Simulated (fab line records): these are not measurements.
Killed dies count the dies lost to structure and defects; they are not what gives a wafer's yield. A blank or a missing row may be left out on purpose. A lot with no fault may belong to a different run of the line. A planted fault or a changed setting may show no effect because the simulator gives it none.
fab line records	flow sky130
record: lots: 12	wafers: 36	lastDay: 50
route steps=708 shown FIELD_ISO@2 DNWELL@43 NWELL@81 PAD_OPEN@708
lots that met no fault: from a run of the same line without faults
startH: hours from the record's opening day to when the first of the lot's shown wafers began	waitH: hours elapsed since this lot's preceding step	" as in the row above	L1.1+2: one row covering several wafers at once	- value missing, or start not given	* or withheld: withheld	< > ~ a bound
route shown NAME@n: a module of which the file shows steps, and the number in the route of the first	usual: mean and standard deviation over wafers with no fault	same: alike in all rows	chamber/n: place in a boat	sites: each site's reading	_std_site: the values' standard deviation	_edge_site: inner sites' mean taken away from outer sites' mean	radiusMm: for every site, how far away it sits from the centre of the wafer	mask NAME#n: copy n	behind: the most recent tool/chamber to have shaped the wafer	hold: why the lot went on hold/how many hours it stayed there/how the hold came to an end	device: which transistor (n, p or np) failed to switch	end of line: the same wafers' tests at the end of the route	a step with no rows: only its recipe	killed: at the first sort, the dies lost to defects and structure; wafer yield is something else	map: a wafer's dies, marking killed ones x, the rest . and places with no die _
set.NAME: the setting that was run; set.NAME@STEP: the one run at that earlier step	model.NAME: the simulator's own value behind a step, which no gauge read
the route's steps for a sample of lots (tables are steps, rows are wafers)
services: a tool's chamber out of use, with start hour (startH, from the record's first day; less than 0 if before it), hours out, and reason
== steps ==
step: SKY_FIELD_ISO_OXIDATION_01
recipe: tempC: 900	ambient: O2	stabiliseS: 600	purgeS: 300	targetThkA: 120	oxTimeS: 1843
usual: oxTimeS: 1843/0	spikeTcCentreC: 900.1/1.5	spikeTcUpperC: 899.9/1.1
lot.wafer	tool	chamber	startH	waitH	oxTimeS	spikeTcCentreC	spikeTcUpperC
L703.3	furnace-01	0	17.29	2.2	1843	901.5	901.4
L703.4	"	0	"	"	1843	901.6	900.3
L703.5	"	0	"	"	1843	902.2	899.9
L704.3	furnace-01	0	21.46	1.4	1843	902.0	900.7
L704.4	"	0	"	"	1843	902.0	901.8
L704.6	"	0	"	"	1843	900.4	899.9
L705.1	furnace-02	0	25.84	0.8	1843	900.0	901.2
L705.4	"	0	"	"	1843	897.7	898.5
L705.6	"	0	"	"	1843	899.3	901.3
L706.2	furnace-02	0	32.01	2.0	1843	897.7	898.7
L706.4	"	0	"	"	1843	898.3	899.1
L706.6	"	0	"	"	1843	897.9	899.5
L708.1	furnace-02	0	40.12	0.1	1843	899.9	900.1
L708.2	"	0	"	"	1843	899.5	899.1
L708.3	"	0	"	"	1843	899.9	900.7
L709.1	furnace-02	0	46.07	1.1	1843	899.0	897.0
L709.2	"	0	"	"	1843	899.9	899.7
L709.6	"	0	"	"	1843	899.2	898.6
L710.1	furnace-01	0	50.83	0.8	1843	901.7	899.9
L710.4	"	0	"	"	1843	900.6	900.3
L710.6	"	0	"	"	1843	900.9	902.3
L712.1	furnace-01	0	60.12	0.1	1474.4	900.2	901.3
L712.5	"	0	"	"	1474.4	898.9	899.0
L712.6	"	0	"	"	1474.4	901.5	899.2
L714.2	furnace-01	0	70.89	0.8	1474.4	901.3	899.5
L714.3	"	0	"	"	1474.4	902.4	899.4
L714.6	"	0	"	"	1474.4	901.5	901.8
L717.1	furnace-02	0	85.12	0.1	1843	899.2	898.8
L717.3	"	0	"	"	1843	899.6	900.6
L717.6	"	0	"	"	1843	899.2	899.7
L724.2	furnace-02	0	122.04	2.0	1843	896.9	900.1
L724.4	"	0	"	"	1843	900.0	899.0
L724.6	"	0	"	"	1843	898.8	899.9
L725.1	furnace-02	0	126.36	1.3	1843	898.4	897.7
L725.4	"	0	"	"	1843	901.2	898.9
L725.5	"	0	"	"	1843	900.4	898.1
step: SKY_FIELD_ISO_THK_MEAS_02
recipe: reads: SiO2_of_FIELD_ISO_OXIDATION_01
usual: FIELD_ISO_OXIDATION_00_THK: 12.2/0.31
lot.wafer	tool	chamber	startH	waitH	FIELD_ISO_OXIDATION_00_THK[nm]
L703.3	filmMetro-01	-	18.82	0.0	11.8
L703.4	"	-	"	"	12.0
L703.5	"	-	"	"	11.8
L704.3	filmMetro-01	-	22.99	0.0	11.8
L704.4	"	-	"	"	12.0
L704.6	"	-	"	"	11.9
L705.1	filmMetro-04	-	27.36	0.0	11.8
L705.4	"	-	"	"	12.0
L705.6	"	-	"	"	12.0
L706.2	filmMetro-02	-	33.53	0.0	12.0
L706.4	"	-	"	"	12.3
L706.6	"	-	"	"	12.0
L708.1	filmMetro-02	-	41.63	0.0	12.2
L708.2	"	-	"	"	12.1
L708.3	"	-	"	"	12.2
L709.1	filmMetro-01	-	47.58	0.0	12.2
L709.2	"	-	"	"	12.2
L709.6	"	-	"	"	12.2
L710.1	filmMetro-01	-	52.34	0.0	11.9
L710.4	"	-	"	"	12.0
L710.6	"	-	"	"	11.7
L712.1	filmMetro-02	-	61.63	0.0	10.3
L712.5	"	-	"	"	10.3
L712.6	"	-	"	"	10.5
L714.2	filmMetro-01	-	72.41	0.0	10.0
L714.3	"	-	"	"	10.0
L714.6	"	-	"	"	10.1
L717.1	filmMetro-02	-	86.63	0.0	12.1
L717.3	"	-	"	"	12.5
L717.6	"	-	"	"	12.4
L724.2	filmMetro-04	-	123.56	0.0	12.3
L724.4	"	-	"	"	12.3
L724.6	"	-	"	"	12.2
L725.1	filmMetro-01	-	127.87	0.0	12.5
L725.4	"	-	"	"	12.5
L725.5	"	-	"	"	12.4
step: SKY_FIELD_ISO_CD_MEAS_13
recipe: targetCdNm: 150
usual: cdNm: 150.4/1.5
lot.wafer	tool	chamber	startH	waitH	cdNm
L703.3	cdSem-01	-	34.84	-	151.5
L703.4	"	-	"	"	151.0
L703.5	"	-	"	"	151.5
L704.3	cdSem-02	-	40.84	-	149.7
L704.4	"	-	"	"	149.8
L704.6	"	-	"	"	150.3
L705.1	cdSem-02	-	44.85	-	149.5
L705.4	"	-	"	"	148.0
L705.6	"	-	"	"	150.0
L706.2	cdSem-01	-	50.80	-	150.4
L706.4	"	-	"	"	149.3
L706.6	"	-	"	"	149.4
L708.1	cdSem-02	-	59.74	-	152.1
L708.2	"	-	"	"	152.4
L708.3	"	-	"	"	151.1
L709.1	cdSem-01	-	64.90	-	149.4
L709.2	"	-	"	"	150.0
L709.6	"	-	"	"	149.4
L710.1	cdSem-02	-	70.64	-	149.2
L710.4	"	-	"	"	148.9
L710.6	"	-	"	"	149.9
L712.1	cdSem-02	-	79.88	-	151.7
L712.5	"	-	"	"	151.1
L712.6	"	-	"	"	150.3
L714.2	cdSem-02	-	90.67	-	148.1
L714.3	"	-	"	"	150.6
L714.6	"	-	"	"	151.1
L717.1	cdSem-01	-	105.65	-	153.4
L717.3	"	-	"	"	152.9
L717.6	"	-	"	"	151.4
L724.2	cdSem-02	-	147.47	-	151.0
L724.4	"	-	"	"	149.6
L724.6	"	-	"	"	151.1
L725.1	cdSem-01	-	150.35	-	152.5
L725.4	"	-	"	"	153.5
L725.5	"	-	"	"	154.3
step: SKY_DNWELL_STRIP_08
recipe: chemistry: O2/N2	powerW: 1400	pressureMtorr: 1500	platenTempC: withheld	o2FlowSccm: 3000	n2FlowSccm: 300	overashFraction: 0.5
usual: drypumpMotorCurrentA: 5.9/0.44	oesProductAu: 0.722/0.0046	stripTimeToEndpointS: 37.00/0.12
lot.wafer	tool	chamber	startH	waitH	drypumpMotorCurrentA	oesProductAu	rfHoursCounterH	stripTimeToEndpointS
L703.3	plasmaAsher-04	0	57.37	0.1	5.2	0.721	-	37.09
L703.4	"	1	"	"	5.1	0.726	-	37.13
L703.5	"	1	"	"	5.1	0.715	-	37.11
L704.3	plasmaAsher-03	0	64.87	0.1	6.5	0.719	-	36.74
L704.4	"	1	"	"	5.9	0.720	-	36.81
L704.6	"	1	"	"	5.9	0.725	-	36.72
L705.1	plasmaAsher-02	0	69.04	0.1	5.9	0.714	41	37.11
L705.4	"	1	"	"	6.0	0.721	-	37.18
L705.6	"	1	"	"	6.0	0.717	-	37.25
L706.2	plasmaAsher-02	1	75.04	0.1	6.0	0.717	41	37.02
L706.4	"	0	"	"	5.9	0.728	-	37.12
L706.6	"	1	"	"	6.0	0.729	-	37.11
L708.1	plasmaAsher-03	1	84.59	0.1	5.9	0.719	40	37.00
L708.2	"	0	"	"	6.5	0.728	40	36.88
L708.3	"	0	"	"	6.5	0.719	-	36.94
L709.1	plasmaAsher-03	0	90.38	0.1	6.5	0.721	41	36.84
L709.2	"	1	"	"	5.9	0.728	41	36.88
L709.6	"	0	"	"	6.5	0.723	-	36.80
L710.1	plasmaAsher-04	1	96.99	0.1	5.1	0.721	27	36.80
L710.4	"	1	"	"	5.1	0.721	-	36.86
L710.6	"	1	"	"	5.1	0.720	-	36.85
L712.1	plasmaAsher-03	1	106.14	0.1	5.9	0.727	42	36.77
L712.5	"	0	"	"	6.6	0.725	-	36.88
L712.6	"	1	"	"	5.9	0.725	-	36.97
L714.2	plasmaAsher-03	0	118.08	0.1	6.5	0.723	44	37.06
L714.3	"	0	"	"	6.5	0.726	-	37.02
L714.6	"	1	"	"	5.9	0.726	-	37.10
L717.1	plasmaAsher-03	1	132.08	0.1	5.9	0.715	45	37.22
L717.3	"	1	"	"	5.9	0.721	-	37.17
L717.6	"	1	"	"	5.9	0.724	-	37.22
L724.2	plasmaAsher-03	0	174.79	0.1	6.5	0.724	50	36.95
L724.4	"	0	"	"	6.5	0.724	-	36.86
L724.6	"	0	"	"	6.5	0.726	-	36.95
L725.1	plasmaAsher-02	0	183.34	0.1	6.0	0.721	52	37.17
L725.4	"	1	"	"	6.0	0.729	-	37.06
L725.5	"	1	"	"	6.0	0.724	-	37.04
step: SKY_NWELL_RTA_28
recipe: tempC: 1050	timeS: 30	idleTempC: 650	rampUpCPerS: 150	rampDownCPerS: 90	ambient: N2
usual: lampPowerPct: 25.30/0.053	wafer_temp_C_max: 1054.9/0.95
lot.wafer	tool	chamber	startH	waitH	lampPowerPct	wafer_temp_C_max
L703.3	rtpAnneal-01	0	109.42	0.0	25.25	1055.0
L703.4	"	0	"	"	25.31	1054.5
L703.5	"	0	"	"	25.35	1054.7
L704.3	rtpAnneal-02	0	117.58	0.0	25.26	1053.7
L704.4	"	0	"	"	25.28	1053.4
L704.6	"	0	"	"	25.25	1053.6
L705.1	rtpAnneal-01	0	121.05	0.0	25.28	1055.6
L705.4	"	0	"	"	25.37	1053.6
L705.6	"	0	"	"	25.35	1053.8
L706.2	rtpAnneal-02	0	128.45	0.0	25.21	1053.8
L706.4	"	0	"	"	25.37	1055.0
L706.6	"	0	"	"	25.32	1054.2
L708.1	rtpAnneal-02	0	137.95	0.0	25.28	1056.0
L708.2	"	0	"	"	25.32	1053.5
L708.3	"	0	"	"	25.27	1054.4
L709.1	rtpAnneal-01	0	146.49	0.0	25.22	1055.0
L709.2	"	0	"	"	25.27	1054.4
L709.6	"	0	"	"	25.41	1055.3
L710.1	rtpAnneal-02	0	152.24	0.0	25.38	1054.4
L710.4	"	0	"	"	25.33	1055.7
L710.6	"	0	"	"	25.39	1054.1
L712.1	rtpAnneal-01	0	163.48	0.0	25.33	1053.4
L712.5	"	0	"	"	25.32	1055.6
L712.6	"	0	"	"	25.29	1055.0
L714.2	rtpAnneal-01	0	175.95	0.0	25.29	1053.8
L714.3	"	0	"	"	25.27	1056.2
L714.6	"	0	"	"	25.41	1053.9
L717.1	rtpAnneal-01	0	191.70	0.0	25.35	1053.5
L717.3	"	0	"	"	25.23	1054.3
L717.6	"	0	"	"	25.27	1054.3
L724.2	rtpAnneal-02	0	241.37	0.0	25.30	1055.5
L724.4	"	0	"	"	25.21	1056.0
L724.6	"	0	"	"	25.31	1054.5
L725.1	rtpAnneal-01	0	252.25	0.0	25.38	1056.0
L725.4	"	0	"	"	25.34	1056.6
L725.5	"	0	"	"	25.33	1054.5
step: SKY_PAD_OPEN_PROBE_99
usual: killed_at_M0_to_M3: 44/7	killed_at_M4_up: 3.2/1.8	killedAtContacts: 24/5.1	killedAtFrontEnd: 15/4.3	killedAtOther: 0.3/0.5	killedDies: 86/9.6	killedOpen: 48/7.1	killedShort: 38/6.7
same: grossDies: 492	killedAtBackSide: 0
lot.wafer	tool	chamber	startH	waitH	killed_at_M0_to_M3	killed_at_M4_up	killedAtContacts	killedAtFrontEnd	killedAtOther	killedDies	killedOpen	killedShort
L703.3	prober-02	-	1078.02	0.2	47	3	22	19	0	91	55	36
L703.4	prober-02	-	1078.07	0.2	36	2	21	12	0	71	39	32
L703.5	prober-02	-	1078.12	0.2	41	2	25	13	0	81	39	42
L704.3	prober-01	-	1091.84	0.2	41	2	21	8	0	72	32	40
L704.4	prober-01	-	1091.89	0.2	45	0	24	7	0	76	35	41
L704.6	prober-01	-	1091.99	0.2	58	2	17	6	1	84	58	26
L705.1	prober-02	-	1093.02	0.1	34	4	25	23	0	86	42	44
L705.4	prober-02	-	1093.17	0.2	49	3	23	11	1	87	54	33
L705.6	prober-02	-	1093.27	0.2	54	1	18	15	0	88	36	52
L706.2	prober-01	-	1101.93	0.1	46	2	26	18	0	92	48	44
L706.4	prober-01	-	1102.03	0.2	38	1	31	21	0	91	65	26
L706.6	prober-01	-	1102.13	0.2	46	3	19	7	1	76	36	40
L708.1	prober-01	-	1113.66	0.1	42	3	24	15	0	84	51	31
L708.2	prober-01	-	1113.71	0.1	41	2	30	19	1	93	55	37
L708.3	prober-01	-	1113.76	0.2	43	4	23	19	0	89	46	42
L709.1	prober-02	-	1121.16	0.1	39	3	18	24	0	84	43	41
L709.2	prober-02	-	1121.21	0.1	42	1	29	19	0	91	53	38
L709.6	prober-02	-	1121.41	0.2	55	0	24	17	1	97	53	44
L710.1	prober-01	-	1124.26	0.1	46	3	26	16	1	92	52	40
L710.4	prober-01	-	1124.41	0.2	44	5	16	22	0	87	44	43
L710.6	prober-01	-	1124.51	0.2	42	4	21	10	0	77	47	30
L712.1	prober-01	-	1134.05	0.1	56	2	29	11	0	98	58	40
L712.5	prober-01	-	1134.25	0.2	52	2	23	14	1	92	50	42
L712.6	prober-01	-	1134.30	0.2	37	5	24	11	0	77	45	32
L714.2	prober-01	-	1149.00	0.1	59	1	29	13	2	104	52	46
L714.3	prober-01	-	1149.05	0.2	50	6	28	11	1	96	43	51
L714.6	prober-01	-	1149.20	0.2	46	2	27	19	1	95	55	38
L717.1	prober-01	-	1162.76	0.1	42	2	30	9	0	83	42	41
L717.3	prober-01	-	1162.86	0.2	46	5	26	13	0	90	52	37
L717.6	prober-01	-	1163.01	0.2	32	3	30	13	1	79	41	37
L724.2	prober-01	-	1199.32	0.1	43	0	31	9	0	83	45	38
L724.4	prober-01	-	1199.42	0.2	46	3	25	10	0	84	47	37
L724.6	prober-01	-	1199.52	0.2	44	9	34	12	0	99	60	39
L725.1	prober-02	-	1203.15	0.1	49	3	27	11	0	90	56	34
L725.4	prober-02	-	1203.30	0.2	34	3	17	16	0	70	43	27
L725.5	prober-02	-	1203.35	0.2	45	2	26	10	0	83	44	39
killed by level:class
L703.3 VIA1:geometricParticle:open=12 POLY_GATE:geometricParticle:open=8 CONTACT:geometricParticle:open=8 VIA2:geometricParticle:open=7 METAL1:geometricParticle:short=6 VIA3:geometricParticle:open=5 CONTACT:geometricParticle:short=5 METAL2:geometricParticle:short=5
L703.4 VIA2:geometricParticle:open=8 LI_CONTACT:geometricParticle:open=7 CONTACT:geometricParticle:open=7 METAL2:geometricParticle:short=6 FIELD_ISO:geometricParticle:open=4 POLY_CUT:geometricParticle:short=4 METAL1:geometricParticle:short=4 VIA1:geometricParticle:short=4
L703.5 METAL2:geometricParticle:short=11 VIA1:geometricParticle:open=11 CONTACT:geometricParticle:open=9 LOCAL_INTERCONNECT:geometricParticle:short=7 CONTACT:geometricParticle:short=5 VIA1:geometricParticle:short=4 VIA2:geometricParticle:open=4 LI_CONTACT:geometricParticle:open=3
L704.3 VIA1:geometricParticle:open=9 VIA2:geometricParticle:open=7 CONTACT:geometricParticle:short=6 CONTACT:geometricParticle:open=6 METAL1:geometricParticle:short=6 LI_CONTACT:geometricParticle:short=4 VIA1:geometricParticle:short=4 VIA2:geometricParticle:short=4
L704.4 VIA1:geometricParticle:open=9 METAL1:geometricParticle:short=8 CONTACT:geometricParticle:open=7 METAL2:geometricParticle:short=7 LI_CONTACT:geometricParticle:open=7 VIA1:geometricParticle:short=6 LOCAL_INTERCONNECT:geometricParticle:short=5 VIA3:geometricParticle:open=5
L704.6 VIA1:geometricParticle:open=21 VIA3:geometricParticle:open=9 LI_CONTACT:geometricParticle:open=8 VIA2:geometricParticle:open=6 METAL1:geometricParticle:short=5 CONTACT:geometricParticle:open=4 VIA1:geometricParticle:short=4 LOCAL_INTERCONNECT:geometricParticle:short=3
L705.1 CONTACT:geometricParticle:open=9 FIELD_ISO:geometricParticle:open=8 POLY_GATE:geometricParticle:short=7 VIA2:geometricParticle:open=7 CONTACT:geometricParticle:short=7 METAL1:geometricParticle:short=7 VIA3:geometricParticle:open=6 METAL2:geometricParticle:short=4
L705.4 VIA1:geometricParticle:open=18 POLY_GATE:geometricParticle:open=6 LI_CONTACT:geometricParticle:open=6 CONTACT:geometricParticle:open=6 VIA2:geometricParticle:open=6 VIA2:geometricParticle:short=6 METAL2:geometricParticle:short=5 VIA3:geometricParticle:open=5
L705.6 VIA3:geometricParticle:open=10 VIA2:geometricParticle:short=9 VIA1:geometricParticle:open=7 VIA2:geometricParticle:open=7 CONTACT:geometricParticle:short=6 METAL2:geometricParticle:short=6 VIA3:geometricParticle:short=6 FIELD_ISO:geometricParticle:short=4
L706.2 LI_CONTACT:geometricParticle:open=11 METAL2:geometricParticle:short=10 FIELD_ISO:geometricParticle:open=8 VIA1:geometricParticle:open=8 POLY_GATE:geometricParticle:short=6 VIA2:geometricParticle:open=6 LOCAL_INTERCONNECT:geometricParticle:short=5 VIA1:geometricParticle:short=5
L706.4 CONTACT:geometricParticle:open=15 VIA1:geometricParticle:open=10 FIELD_ISO:geometricParticle:open=9 LI_CONTACT:geometricParticle:open=8 VIA2:geometricParticle:open=8 POLY_GATE:geometricParticle:open=7 METAL2:geometricParticle:short=7 CONTACT:geometricParticle:short=6
L706.6 VIA1:geometricParticle:open=10 METAL2:geometricParticle:short=10 CONTACT:geometricParticle:open=7 LI_CONTACT:geometricParticle:open=5 VIA1:geometricParticle:short=5 CONTACT:geometricParticle:short=4 METAL3:geometricParticle:short=4 VIA2:geometricParticle:short=4
L708.1 LI_CONTACT:geometricParticle:open=8 VIA3:geometricParticle:open=8 FIELD_ISO:geometricParticle:open=7 VIA2:geometricParticle:open=7 METAL1:geometricParticle:short=6 VIA1:geometricParticle:open=6 LI_CONTACT:geometricParticle:short=5 CONTACT:geometricParticle:open=5
L708.2 VIA2:geometricParticle:open=12 CONTACT:geometricParticle:open=9 POLY_GATE:geometricParticle:short=7 LI_CONTACT:geometricParticle:open=7 VIA3:geometricParticle:open=6 VIA1:geometricParticle:open=6 LI_CONTACT:geometricParticle:short=5 CONTACT:geometricParticle:short=5
L708.3 VIA2:geometricParticle:open=8 FIELD_ISO:geometricParticle:short=7 METAL2:geometricParticle:short=7 LI_CONTACT:geometricParticle:open=7 CONTACT:geometricParticle:open=7 VIA1:geometricParticle:open=6 CONTACT:geometricParticle:short=5 POLY_GATE:geometricParticle:open=4
L709.1 VIA1:geometricParticle:open=9 CONTACT:geometricParticle:open=8 FIELD_ISO:geometricParticle:short=5 FIELD_ISO:geometricParticle:open=5 POLY_GATE:geometricParticle:open=5 LOCAL_INTERCONNECT:geometricParticle:short=5 VIA3:geometricParticle:open=5 METAL1:geometricParticle:short=5
L709.2 VIA1:geometricParticle:open=12 LI_CONTACT:geometricParticle:open=10 VIA1:geometricParticle:short=9 CONTACT:geometricParticle:open=9 VIA2:geometricParticle:open=5 FIELD_ISO:geometricParticle:short=4 POLY_GATE:geometricParticle:open=4 LOCAL_INTERCONNECT:geometricParticle:short=4
L709.6 VIA2:geometricParticle:open=10 CONTACT:geometricParticle:open=9 VIA1:geometricParticle:short=8 VIA1:geometricParticle:open=7 LI_CONTACT:geometricParticle:open=7 METAL3:geometricParticle:short=6 METAL2:geometricParticle:short=5 POLY_GATE:geometricParticle:open=5
L710.1 VIA1:geometricParticle:open=14 CONTACT:geometricParticle:open=10 VIA2:geometricParticle:open=7 FIELD_ISO:geometricParticle:short=6 VIA3:geometricParticle:open=6 POLY_GATE:geometricParticle:open=5 LI_CONTACT:geometricParticle:open=5 LI_CONTACT:geometricParticle:short=4
L710.4 VIA1:geometricParticle:open=11 POLY_GATE:geometricParticle:short=9 CONTACT:geometricParticle:open=7 VIA3:geometricParticle:open=7 FIELD_ISO:geometricParticle:short=5 LI_CONTACT:geometricParticle:open=5 METAL1:geometricParticle:short=5 VIA1:geometricParticle:short=5
L710.6 VIA1:geometricParticle:open=12 CONTACT:geometricParticle:open=11 VIA2:geometricParticle:open=7 CONTACT:geometricParticle:short=6 METAL1:geometricParticle:short=5 VIA3:geometricParticle:short=5 METAL2:geometricParticle:short=4 FIELD_ISO:geometricParticle:open=3
L712.1 CONTACT:geometricParticle:open=12 VIA1:geometricParticle:open=11 VIA3:geometricParticle:open=11 VIA2:geometricParticle:open=9 LOCAL_INTERCONNECT:geometricParticle:short=7 VIA1:geometricParticle:short=5 POLY_GATE:geometricParticle:short=4 POLY_GATE:geometricParticle:open=4
L712.5 VIA1:geometricParticle:open=12 LI_CONTACT:geometricParticle:open=7 VIA2:geometricParticle:open=7 VIA3:geometricParticle:open=7 METAL2:geometricParticle:short=6 CONTACT:geometricParticle:open=5 VIA1:geometricParticle:short=5 VIA2:geometricParticle:short=5
L712.6 LI_CONTACT:geometricParticle:open=9 VIA1:geometricParticle:open=8 METAL3:geometricParticle:short=6 CONTACT:geometricParticle:open=6 VIA3:geometricParticle:open=6 METAL1:geometricParticle:short=5 METAL2:geometricParticle:short=4 VIA2:geometricParticle:open=4
L714.2 VIA1:geometricParticle:open=18 METAL2:geometricParticle:short=14 LI_CONTACT:geometricParticle:open=8 LI_CONTACT:geometricParticle:short=6 CONTACT:geometricParticle:open=5 CONTACT:geometricParticle:short=5 VIA2:geometricParticle:open=5 VIA3:geometricParticle:open=4
L714.3 VIA1:geometricParticle:open=11 METAL2:geometricParticle:short=9 VIA1:geometricParticle:short=8 LI_CONTACT:geometricParticle:open=7 CONTACT:geometricParticle:open=7 CONTACT:geometricParticle:short=6 VIA3:geometricParticle:open=5 VIA2:geometricParticle:short=5
L714.6 VIA2:geometricParticle:open=11 CONTACT:geometricParticle:open=8 VIA1:geometricParticle:open=8 VIA3:geometricParticle:open=7 LI_CONTACT:geometricParticle:open=7 VIA1:geometricParticle:short=6 FIELD_ISO:geometricParticle:short=5 LI_CONTACT:geometricParticle:short=5
L717.1 LI_CONTACT:geometricParticle:open=10 LOCAL_INTERCONNECT:geometricParticle:short=6 CONTACT:geometricParticle:short=6 CONTACT:geometricParticle:open=6 METAL1:geometricParticle:short=6 VIA1:geometricParticle:open=5 METAL2:geometricParticle:short=5 VIA2:geometricParticle:open=5
L717.3 CONTACT:geometricParticle:open=13 VIA1:geometricParticle:open=10 VIA3:geometricParticle:open=9 CONTACT:geometricParticle:short=6 METAL1:geometricParticle:short=4 METAL2:geometricParticle:short=4 VIA2:geometricParticle:open=4 METAL3:geometricParticle:short=4
L717.6 LI_CONTACT:geometricParticle:open=12 VIA1:geometricParticle:open=9 CONTACT:geometricParticle:open=8 METAL2:geometricParticle:short=8 VIA1:geometricParticle:short=7 LI_CONTACT:geometricParticle:short=5 POLY_GATE:geometricParticle:short=4 LOCAL_INTERCONNECT:geometricParticle:short=4
L724.2 CONTACT:geometricParticle:open=11 VIA1:geometricParticle:open=8 VIA2:geometricParticle:open=8 VIA3:geometricParticle:open=6 FIELD_ISO:geometricParticle:short=5 LI_CONTACT:geometricParticle:open=5 LOCAL_INTERCONNECT:geometricParticle:short=5 METAL1:geometricParticle:short=5
L724.4 CONTACT:geometricParticle:open=11 VIA3:geometricParticle:open=9 VIA1:geometricParticle:open=8 METAL2:geometricParticle:short=8 VIA2:geometricParticle:open=8 LI_CONTACT:geometricParticle:open=5 VIA3:geometricParticle:short=4 LOCAL_INTERCONNECT:geometricParticle:short=4
L724.6 VIA3:geometricParticle:open=12 CONTACT:geometricParticle:open=11 LI_CONTACT:geometricParticle:open=8 METAL2:geometricParticle:short=6 LOCAL_INTERCONNECT:geometricParticle:short=6 METAL1:geometricParticle:short=5 VIA1:geometricParticle:open=5 FIELD_ISO:geometricParticle:open=4
L725.1 VIA1:geometricParticle:open=12 CONTACT:geometricParticle:open=10 VIA2:geometricParticle:open=9 VIA1:geometricParticle:short=9 VIA3:geometricParticle:open=8 LI_CONTACT:geometricParticle:open=6 LOCAL_INTERCONNECT:geometricParticle:short=5 CONTACT:geometricParticle:short=4
L725.4 VIA1:geometricParticle:open=13 LI_CONTACT:geometricParticle:open=5 POLY_GATE:geometricParticle:short=5 POLY_GATE:geometricParticle:open=5 LOCAL_INTERCONNECT:geometricParticle:short=5 CONTACT:geometricParticle:open=5 VIA3:geometricParticle:open=5 METAL1:geometricParticle:short=4
L725.5 CONTACT:geometricParticle:open=10 VIA1:geometricParticle:open=9 VIA2:geometricParticle:short=8 VIA1:geometricParticle:short=7 LOCAL_INTERCONNECT:geometricParticle:short=6 LI_CONTACT:geometricParticle:short=5 METAL1:geometricParticle:open=4 POLY_GATE:geometricParticle:open=4
== services ==
tool	chamber	startH	hours	kind
plasmaAsher-04	-	24.82	3.9	repair
plasmaAsher-02	-	38.86	1.1	repair
furnace-02	-	69.92	2.3	repair
furnace-02	-	95.89	3.6	pm
furnace-01	-	120.02	2.7	pm
plasmaAsher-04	-	142.21	0.7	repair
furnace-02	-	151.99	3.7	pm
furnace-01	-	156.61	3.4	pm
rtpAnneal-02	-	156.88	1.0	pm
furnace-02	-	175.31	2.2	repair
furnace-02	-	190.17	4.0	repair
plasmaAsher-03	-	191.77	4.0	repair
plasmaAsher-04	-	214.32	2.8	pm
== key ==
firstSign: step: SKY_FIELD_ISO_OXIDATION_01	reading: oxTimeS	direction: down	sigmas: 99+	usual: *	struck: *
effect: step: SKY_FIELD_ISO_THK_MEAS_02	reading: FIELD_ISO_OXIDATION_00_THK	direction: down	sigmas: 6.4	usual: 12.2	struck: 10.2
metAt SKY_FIELD_ISO_OXIDATION_01
struckLots L712,L714
testerLeftOut L712,L714
notActingAt SKY_FIELD_ISO_CD_MEAS_13,SKY_DNWELL_STRIP_08,SKY_NWELL_RTA_28
onsetBetween 50.83 60.12
fault: kind: processParameterDrift	tool: furnace-01	chamber: -	onsetH: 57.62	steps: SKY_FIELD_ISO_OXIDATION_01	channel: oxTimeS	offset: *	shape: step	endH: 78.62	actsIn: *	stated: *
testerLeftOut: of these lots the tester's yield and bins aren't shown, on N5 and GAA mostly nor the transistor test; their killed dies are dies lost to structure and defects alone, not to doping, threshold or leakage, so they don't give the yield
